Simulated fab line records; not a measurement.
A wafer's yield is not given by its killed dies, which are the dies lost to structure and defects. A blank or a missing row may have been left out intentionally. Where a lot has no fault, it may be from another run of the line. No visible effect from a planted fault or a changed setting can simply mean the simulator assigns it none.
Struck lot and sound lot, side by side :: flow gf180mcu :: 14 steps out of a route of 602
Sound: these wafers, L720.2, L720.3, L720.6. Struck: wafers L725.2, L725.4, L725.5. At the end, the cause is stated.
Each step with rows lists, per side, the tool, then ch with its chambers, then its first start. Under that, the readings that differ: sound wafers :: struck wafers :: difference of the means :: sigmas: that difference in standard deviations of wafers without a fault.
alike: words and numbers the same on both sides, and readings whose means are apart by under 2 such deviations; not compared: readings that were withheld, readings missing a value for some wafer, numbers with overlapping values and no deviation given by the record, and bounds like >300 which may hide the same value.
The two part at a step that has a row with sigmas, a row that says differs or no value, or rows on one side only. Numbers that have no deviation but don't overlap get no sigmas and don't part them. A reading that every wafer of one side lacks parts them only if that side has two wafers or more.

GF_V3_STRIP_18: strips in O2/N2.
  sound on plasma asher-04 ch 0,1, day 25 12:45; struck on plasma asher-02 ch 0,1, day 27 00:49
reading: drypump motor current A (A)
sound: 5.2 5.1 5.2
struck: 6.4 5.8 5.8
difference: +0.8
sigmas: +2
  alike: chamber pressure mTorr, heater power w, oes product au
  not compared: rf hours counter h
then, 4 steps without rows for these wafers: GF_V3_STRIP_19 (strips in post etch residue remover, time 1200 s); GF_V3_CLEAN_20 (cleans in DIW); GF_V3_SPUTTER_21 (material Ti, target thk 15 nm, time 80.02 s); GF_V3_SPUTTER_22 (material TiN, target thk 10 nm, time 40 s).
GF_V3_CVD_23: deposits W, target thk 350 nm, time 104.9 s.
  sound on cvd w-02 ch 0,1, day 25 13:23; struck on cvd w-01 ch 0,1, day 27 01:28
  alike: heater power w
GF_V3_RS_MEAS_24: uses a four-point probe to measure.
  sound on film metro-01, day 25 13:31; struck on film metro-01, day 27 01:37
  alike: V3_W_RS
GF_V3_THK_MEAS_25: measures by xrf.
  sound on film metro-01, day 25 13:37; struck on film metro-01, day 27 01:43
  alike: V3_W_THK
GF_V3_CMP_26: polishes, stops on SiO2, t overpolish 15 s, target thk 0 nm.
  sound on cmp-01 ch 1,3, day 25 13:43; struck on cmp-01 ch 1,2,3, day 27 01:52
  alike: edge zone pressure frac, head pressure psi, motor current A, overpolish run s, time to endpoint s
GF_M4_SPUTTER_00: material Ti, target thk 37.5 nm, time 150 s.
  sound on pvd sputter-01, day 25 13:58; struck on pvd sputter-03, day 27 02:04
  alike: cathode dc power W, chamber pressure pa, throttle valve pct
then, 1 step without rows for these wafers: GF_M4_SPUTTER_01 (material TiN, target thk 30 nm, time 25 s).
GF_M4_SPUTTER_02: material AlCu, target thk 450 nm, time 23.9 s.
  sound on pvd sputter-01, day 25 14:06; struck on pvd sputter-03, day 27 02:12
  alike: cathode dc power W, chamber pressure pa, throttle valve pct
GF_M4_SPUTTER_03: material Ti, target thk 10 nm, time 6.7 s.
  sound on pvd sputter-01, day 25 14:08; struck on pvd sputter-03, day 27 02:14
  no value came back on the struck wafers for cathode dc power W (W), chamber pressure pa (Pa), throttle valve pct (%), time s (s); on the sound wafers cathode dc power W (W) reads 3000.3 3000.0 2999.2
then, 1 step without rows for these wafers: GF_M4_SPUTTER_04 (material TiN, target thk 50 nm, time 41.7 s).

== WHERE THEY PART ==
Earliest at GF_V3_STRIP_18; latest, in this record, at GF_M4_SPUTTER_03.

WHY: what the simulator had put in
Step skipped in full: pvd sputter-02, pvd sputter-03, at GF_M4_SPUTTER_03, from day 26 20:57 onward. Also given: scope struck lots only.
